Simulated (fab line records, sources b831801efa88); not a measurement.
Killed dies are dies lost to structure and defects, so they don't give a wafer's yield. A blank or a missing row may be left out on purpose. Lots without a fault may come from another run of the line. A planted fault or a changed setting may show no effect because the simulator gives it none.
Which tool did it? | flow sky130 | 14 lots, 42 wafers sampled, at 2 steps of a route of 708

WHAT THE GAUGES READ, wafer by wafer
SKY_SD_P_TW_MEAS_11.
lot  | measured     | on            | SD_P_TW
L155 | day 25 03:32 | film_metro-01 | 2788 2764 2785
L158 | day 26 19:34 | film_metro-02 | 2828 2846 2833
L159 | day 27 03:04 | film_metro-02 | 2815 2815 2853
L168 | day 30 02:06 | film_metro-02 | 2821 2821 2819
L169 | day 30 06:58 | film_metro-01 | 2818 2811 2805
L170 | day 30 09:26 | film_metro-01 | 2812 2797 2794
L171 | day 30 19:46 | film_metro-01 | 2812 2809 2794
L172 | day 31 02:19 | film_metro-01 | 2802 2775 2780
L173 | day 31 16:41 | film_metro-03 | 2845 2844 2843
L174 | day 32 13:46 | film_metro-01 | 2806 2793 2798
L176 | day 32 23:07 | film_metro-02 | 2830 2806 2827
L177 | day 32 23:25 | film_metro-02 | 2811 2821 2820
L175 | day 33 03:01 | film_metro-02 | 2833 2816 2820
L178 | day 33 06:35 | film_metro-03 | 2839 2851 2840

WHICH TOOL RAN EACH LOT (tool, then ch and the chambers of the sampled wafers, then the start)
lot  | SKY_SD_P_STRIP_10
L155 | plasma_asher-03 ch 0,1, day 25 03:25
L158 | plasma_asher-03 ch 0,1, day 26 19:28
L159 | plasma_asher-03 ch 0,1, day 27 02:58
L168 | plasma_asher-02 ch 0,1, day 30 02:01
L169 | plasma_asher-02 ch 0,1, day 30 06:52
L170 | plasma_asher-03 ch 0,1, day 30 09:19
L171 | plasma_asher-04 ch 0,1, day 30 19:40
L172 | plasma_asher-04 ch 0, day 31 02:13
L173 | plasma_asher-04 ch 0,1, day 31 16:34
L174 | plasma_asher-03 ch 0,1, day 32 13:40
L176 | plasma_asher-02 ch 0,1, day 32 23:01
L177 | plasma_asher-03 ch 0, day 32 23:19
L175 | plasma_asher-03 ch 0,1, day 33 02:55
L178 | plasma_asher-03 ch 0,1, day 33 06:28
- SKY_SD_P_STRIP_10: strips in O2/N2.

WHAT THE TOOLS THEMSELVES READ (means of the sampled wafers that have a number; where no wafer has one, the mark that the record gives instead)
SKY_SD_P_STRIP_10.
lot  | tool            | drypump_motor_current_A (A) | oes_product_au (a.u.) | strip_time_to_endpoint_s (s)
L155 | plasma_asher-03 | 5.4                         | 0.615                 | 17.55
L158 | plasma_asher-03 | 5.4                         | 0.618                 | 17.50
L159 | plasma_asher-03 | 5.5                         | 0.618                 | 17.46
L168 | plasma_asher-02 | 5.7                         | 0.618                 | 17.51
L169 | plasma_asher-02 | 5.8                         | 0.614                 | 17.49
L170 | plasma_asher-03 | 5.8                         | 0.619                 | 17.46
L171 | plasma_asher-04 | 5.8                         | 0.621                 | 17.52
L172 | plasma_asher-04 | 6.6                         | 0.615                 | 17.49
L173 | plasma_asher-04 | 5.8                         | 0.615                 | 17.52
L174 | plasma_asher-03 | 5.8                         | 0.617                 | 17.52
L176 | plasma_asher-02 | 5.7                         | 0.616                 | 17.54
L177 | plasma_asher-03 | 6.1                         | 0.616                 | 17.54
L175 | plasma_asher-03 | 5.8                         | 0.619                 | 17.38
L178 | plasma_asher-03 | 5.4                         | 0.616                 | 17.54

THE ANSWER, worked out from the rows above alone
Rule: what is usual is taken from the lots themselves. Put in order of their means at a reading, lots are off if they are a third of the lots or fewer, leave a main group of 4 or more, and stand apart from it by a gap of 3 or more times the standard deviation of the main group's means; of several such gaps the widest counts. A main group whose means are all the same, to the digits that the tables above print for the reading, isn't used. A lot without any number at a reading at which 4 lots or more have one is off too. The other lots that the step has rows for count as sound. The gauges are gone through in route order, then the tools' own readings, and for those a lot's mean is taken as printed above. The first step at which some lot is off is used, and at that step the reading that is off furthest; a lot without a number counts as furthest.
No lot is off at any reading shown: from this, nothing can be told.

WHAT THE SIMULATOR HAD PUT IN
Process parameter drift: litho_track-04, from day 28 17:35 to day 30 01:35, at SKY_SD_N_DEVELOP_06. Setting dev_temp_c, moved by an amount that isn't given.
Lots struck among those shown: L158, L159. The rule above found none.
